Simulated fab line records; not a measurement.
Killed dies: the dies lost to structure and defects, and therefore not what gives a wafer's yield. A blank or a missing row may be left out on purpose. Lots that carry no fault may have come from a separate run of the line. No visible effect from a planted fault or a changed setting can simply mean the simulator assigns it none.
fab line records	flow sky130	part 2 of 2: steps 32 to 45 of 45
record: lots: 5	wafers: 15	last_day: 48
route steps=708 shown SONOS_TUNNEL@157 SONOS_ONO@168 GATE_OXIDE@187
lots with no fault: from the same line, run without faults
start_h: hours from the record's first day to the start of the lot's first wafer shown	wait_h: time in hours since the lot's previous step	" the same as in the row above	L1.1+2: one row covering several wafers at once	- no value present, or no start provided	* or withheld: withheld	< > ~ a bound
route shown NAME@n: NAME is a module with steps in the file, n the number in the route of the first one	usual: mean/standard deviation of fault-free wafers	same: alike in all rows	chamber/n: place in a boat	sites: per-site readings	_std_site: standard deviation of those values	_edge_site: mean of outer sites minus mean of inner sites	radius_mm: for every site, how far away it sits from the centre of the wafer	mask NAME#n: copy n	behind: the tool/chamber that last shaped the wafer	hold: reason for holding the lot/hours on hold/outcome of the hold	device: the transistor (n, p or np) that didn't switch	end of line: the route-end tests of the same wafers	step lacking rows: just its recipe	killed: not the wafer's yield, but the dies lost to structure and defects at the first sort	map: shows each die of a wafer: x if killed, . if not, _ if none is there
set.NAME: the run value of the setting; set.NAME@STEP: its run value at that earlier step	model.NAME: the simulator's own value behind a step, which no gauge read
lots seen at some steps along the route; tables by step, rows by wafer
services: when a tool's chamber went out of use (start_h, in hours from the record's first day, below 0 if earlier), for how many hours, and the reason
== steps ==
step: SKY_GATE_OXIDE_OXIDATION_01
recipe: temp_c: 900	ambient: O2	stabilise_s: 600	purge_s: 300	target_thk_a: 102.68	ox_time_s: 1473
usual: zone_power_bottom_pct: 23.23/0.26	zone_power_top_pct: 34.5/0.66
lot.wafer	tool	chamber	start_h	wait_h	zone_power_bottom_pct	zone_power_top_pct
L074.2	furnace-01	0	271.32	1.4	23.42	34.2
L074.3	"	0	"	"	23.42	35.0
L074.5	"	0	"	"	23.30	35.2
L075.3	furnace-02	0	281.06	0.1	22.87	33.6
L075.4	"	0	"	"	22.87	33.7
L075.6	"	0	"	"	23.29	33.8
L079.2	furnace-01	0	324.55	0.0	23.51	34.8
L079.3	"	0	"	"	23.25	35.1
L079.4	"	0	"	"	23.51	34.5
L083.1	furnace-01	0	361.87	0.0	23.12	35.0
L083.2	"	0	"	"	23.05	35.0
L083.4	"	0	"	"	23.58	35.4
L085.2	furnace-01	0	366.52	0.7	23.37	35.2
L085.3	"	0	"	"	23.24	35.4
L085.4	"	0	"	"	23.39	35.0
step: SKY_GATE_OXIDE_THK_MEAS_02
recipe: reads: SiO2_of_GATE_OXIDE_OXIDATION_01
usual: GATE_OXIDE_OXIDATION_00_THK: 10.21/0.2
lot.wafer	tool	chamber	start_h	wait_h	GATE_OXIDE_OXIDATION_00_THK[nm]
L074.2	film_metro-01	-	272.74	0.0	10.49
L074.3	"	-	"	"	10.45
L074.5	"	-	"	"	10.45
L075.3	film_metro-01	-	282.49	0.0	10.22
L075.4	"	-	"	"	10.31
L075.6	"	-	"	"	10.36
L079.2	film_metro-01	-	325.97	0.0	10.03
L079.3	"	-	"	"	10.15
L079.4	"	-	"	"	10.09
L083.1	film_metro-03	-	363.28	0.0	10.48
L083.2	"	-	"	"	10.20
L083.4	"	-	"	"	10.44
L085.2	film_metro-01	-	367.94	0.0	9.94
L085.3	"	-	"	"	9.97
L085.4	"	-	"	"	9.65
step: SKY_GATE_OXIDE_DEHYDRATE_03
recipe: temp_c: 200	time_s: 60
lot.wafer	tool	chamber	start_h	wait_h
L074.2+3+5	litho_track-01	0	285.14	12.4
L075.3+4+6	litho_track-03	0	295.02	12.5
L079.2+3+4	litho_track-01	0	339.29	13.3
L083.1+2+4	litho_track-03	0	375.97	12.7
L085.2+3+4	litho_track-01	0	381.64	13.7
step: SKY_GATE_OXIDE_HMDS_04
recipe: prime_time_s: 60	prime_temp_c: 120
lot.wafer	tool	chamber	start_h	wait_h
L074.2+3+5	litho_track-01	0	285.29	0.1
L075.3+4+6	litho_track-03	0	295.17	0.1
L079.2+3+4	litho_track-01	0	339.44	0.1
L083.1+2+4	litho_track-03	0	376.12	0.1
L085.2+3+4	litho_track-01	0	381.79	0.1
step: SKY_GATE_OXIDE_COAT_05
recipe: resist: NOVOLAK	spin_rpm: 3000	resist_thk_nm: 1140
lot.wafer	tool	chamber	start_h	wait_h
L074.2+3+5	litho_track-01	0	285.44	0.1
L075.3+4+6	litho_track-03	0	295.32	0.1
L079.2+3+4	litho_track-01	0	339.59	0.1
L083.1+2+4	litho_track-03	0	376.27	0.1
L085.2+3+4	litho_track-01	0	381.94	0.1
step: SKY_GATE_OXIDE_SOFTBAKE_06
recipe: temp_c: 91.04	time_s: 60	resist: NOVOLAK
lot.wafer	tool	chamber	start_h	wait_h
L074.2+3+5	litho_track-01	0	285.59	0.1
L075.3+4+6	litho_track-03	0	295.47	0.1
L079.2+3+4	litho_track-01	0	339.74	0.1
L083.1+2+4	litho_track-03	0	376.42	0.1
L085.2+3+4	litho_track-01	0	382.09	0.1
step: SKY_GATE_OXIDE_EXPOSE_07
recipe: mask_id: LVOM	na: 0.6	source_shape: conventional	sigma_outer: 0.6	polarization: unpolarized	target_cd_nm: 600	dose_mj: 170
lot.wafer	tool	chamber	start_h	wait_h	mask
L074.2+3+5	iline_stepper-01	0	-	-	LVOM#0
L075.3+4+6	iline_stepper-01	0	-	-	LVOM#0
L079.2+3+4	iline_stepper-01	0	-	-	LVOM#0
L083.1+2+4	iline_stepper-01	0	-	-	LVOM#0
L085.2+3+4	iline_stepper-01	0	-	-	LVOM#0
step: SKY_GATE_OXIDE_PEB_08
recipe: temp_c: withheld	time_s: *	resist: NOVOLAK
lot.wafer	tool	chamber	start_h	wait_h
L074.2+3+5	litho_track-03	0	-	-
L075.3+4+6	litho_track-03	0	-	-
L079.2+3+4	litho_track-01	0	-	-
L083.1+2+4	litho_track-02	0	-	-
L085.2+3+4	litho_track-03	0	-	-
step: SKY_GATE_OXIDE_DEVELOP_09
recipe: resist: NOVOLAK	developer: TMAH	develop_time_s: 60	dev_temp_c: 23
lot.wafer	tool	chamber	start_h	wait_h
L074.2+3+5	litho_track-03	0	297.90	0.1
L075.3+4+6	litho_track-03	0	307.52	0.1
L079.2+3+4	litho_track-01	0	352.94	0.1
L083.1+2+4	litho_track-02	0	390.69	0.1
L085.2+3+4	litho_track-03	0	397.10	0.1
step: SKY_GATE_OXIDE_OVL_MEAS_10
usual: GATE_OXIDE_OVL: 0.6/1.5
lot.wafer	tool	chamber	start_h	wait_h	GATE_OXIDE_OVL[nm]
L074.2	overlay-02	-	298.03	0.1	-0.6
L074.3	"	-	"	"	-0.7
L074.5	"	-	"	"	-0.5
L075.3	overlay-01	-	307.64	0.1	1.7
L075.4	"	-	"	"	1.4
L075.6	"	-	"	"	-1.6
L079.2	overlay-02	-	353.07	0.1	1.8
L079.3	"	-	"	"	0.1
L079.4	"	-	"	"	0.0
L083.1	overlay-01	-	390.84	0.1	0.9
L083.2	"	-	"	"	0.2
L083.4	"	-	"	"	1.6
L085.2	overlay-02	-	397.23	0.1	2.5
L085.3	"	-	"	"	0.3
L085.4	"	-	"	"	2.0
step: SKY_GATE_OXIDE_IMPLANT_11
recipe: species: B	energy_kev: 10	dose_cm2: 2.6e+12	tilt_deg: withheld
usual: faraday_current_uA: 14.7/0.31
lot.wafer	tool	chamber	start_h	wait_h	faraday_current_uA
L074.2	implanter-02	0	298.09	0.0	14.8
L074.3	"	0	"	"	14.5
L074.5	"	0	"	"	14.8
L075.3	implanter-04	0	307.71	0.1	14.3
L075.4	"	0	"	"	14.8
L075.6	"	0	"	"	14.7
L079.2	implanter-02	0	353.13	0.0	15.1
L079.3	"	0	"	"	15.1
L079.4	"	0	"	"	14.4
L083.1	implanter-04	0	390.87	0.0	14.3
L083.2	"	0	"	"	15.1
L083.4	"	0	"	"	15.1
L085.2	implanter-01	0	397.28	0.0	14.7
L085.3	"	0	"	"	14.3
L085.4	"	0	"	"	14.5
step: SKY_GATE_OXIDE_WET_ETCH_12
recipe: chemistry: dHF	target_depth_nm: 16.8	dry: n2_spin	target: SiO2	dilution: 100:1	temp_c: 25	time_s: 336
lot.wafer	tool	chamber	start_h	wait_h
L074.2+3+5	wet_bench-01	0	298.21	0.1
L075.3+4+6	wet_bench-04	3	307.81	0.1
L079.2+3+4	wet_bench-03	0	353.25	0.1
L083.1+2+4	wet_bench-01	1	391.02	0.1
L085.2+3+4	wet_bench-04	2	397.41	0.1
step: SKY_GATE_OXIDE_STRIP_13
recipe: chemistry: O2/N2	power_w: 1400	pressure_mtorr: 1500	platen_temp_c: withheld	o2_flow_sccm: 3000	n2_flow_sccm: 300	overash_fraction: 0.5
usual: drypump_motor_current_A: 5.7/0.39	oes_product_au: 0.716/0.0043	strip_time_to_endpoint_s: 14.13/0.046
lot.wafer	tool	chamber	start_h	wait_h	drypump_motor_current_A	oes_product_au	rf_hours_counter_h	strip_time_to_endpoint_s
L074.2	plasma_asher-02	0	298.31	0.0	6.0	0.716	18	14.14
L074.3	"	0	"	"	6.0	0.718	-	14.11
L074.5	"	0	"	"	6.0	0.726	-	14.12
L075.3	plasma_asher-01	0	307.95	0.0	5.6	0.724	-	14.23
L075.4	"	1	"	"	4.9	0.709	-	14.24
L075.6	"	1	"	"	4.9	0.715	-	14.23
L079.2	plasma_asher-02	1	353.37	0.0	5.9	0.717	23	14.16
L079.3	"	1	"	"	6.0	0.717	-	14.17
L079.4	"	0	"	"	6.0	0.718	-	14.17
L083.1	plasma_asher-02	1	391.13	0.0	6.0	0.719	27	14.18
L083.2	"	0	"	"	6.0	0.712	27	14.13
L083.4	"	0	"	"	6.0	0.714	-	14.13
L085.2	plasma_asher-03	0	397.51	0.0	5.9	0.710	57	14.11
L085.3	"	0	"	"	5.9	0.717	-	14.12
L085.4	"	1	"	"	5.8	0.722	-	14.13
step: SKY_GATE_OXIDE_TW_MEAS_14
usual: GATE_OXIDE_TW: 222.8/2
lot.wafer	tool	chamber	start_h	wait_h	GATE_OXIDE_TW
L074.2	film_metro-01	-	298.42	0.1	226.0
L074.3	"	-	"	"	227.2
L074.5	"	-	"	"	227.5
L075.3	film_metro-04	-	308.03	0.1	221.9
L075.4	"	-	"	"	220.2
L075.6	"	-	"	"	221.5
L079.2	film_metro-01	-	353.48	0.1	226.1
L079.3	"	-	"	"	225.9
L079.4	"	-	"	"	225.2
L083.1	film_metro-03	-	391.23	0.1	223.2
L083.2	"	-	"	"	223.3
L083.4	"	-	"	"	221.7
L085.2	film_metro-04	-	397.62	0.1	221.7
L085.3	"	-	"	"	222.0
L085.4	"	-	"	"	221.2
== services ==
tool	chamber	start_h	hours	kind
iline_stepper-01	-	208.71	1.7	pm
rie_diel-03	2	211.14	12.3	repair
implanter-04	-	222.29	4.8	repair
furnace-01	-	241.99	15.1	repair
rie_diel-01	1	249.28	19.1	repair
rie_diel-03	3	253.41	1.3	repair
plasma_asher-02	-	253.87	2.8	pm
furnace-02	-	258.17	3.4	pm
implanter-02	-	259.39	2.9	pm
lpcvd-02	-	269.89	1.1	repair
rie_diel-01	-	274.14	2.8	pm
iline_stepper-02	-	279.15	1.7	pm
wet_bench-03	-	282.27	2.3	repair
lpcvd-02	-	284.24	1.1	repair
wet_bench-01	-	287.04	3.2	repair
rie_diel-03	2	292.88	2.1	repair
lpcvd-02	-	297.20	6.0	pm
implanter-02	-	315.04	4.7	pm
furnace-01	-	337.00	3.9	pm
plasma_asher-01	-	340.91	1.2	repair
implanter-04	-	341.35	2.0	repair
implanter-04	-	358.57	1.4	repair
implanter-02	-	363.57	1.5	repair
iline_stepper-02	-	375.51	4.4	pm
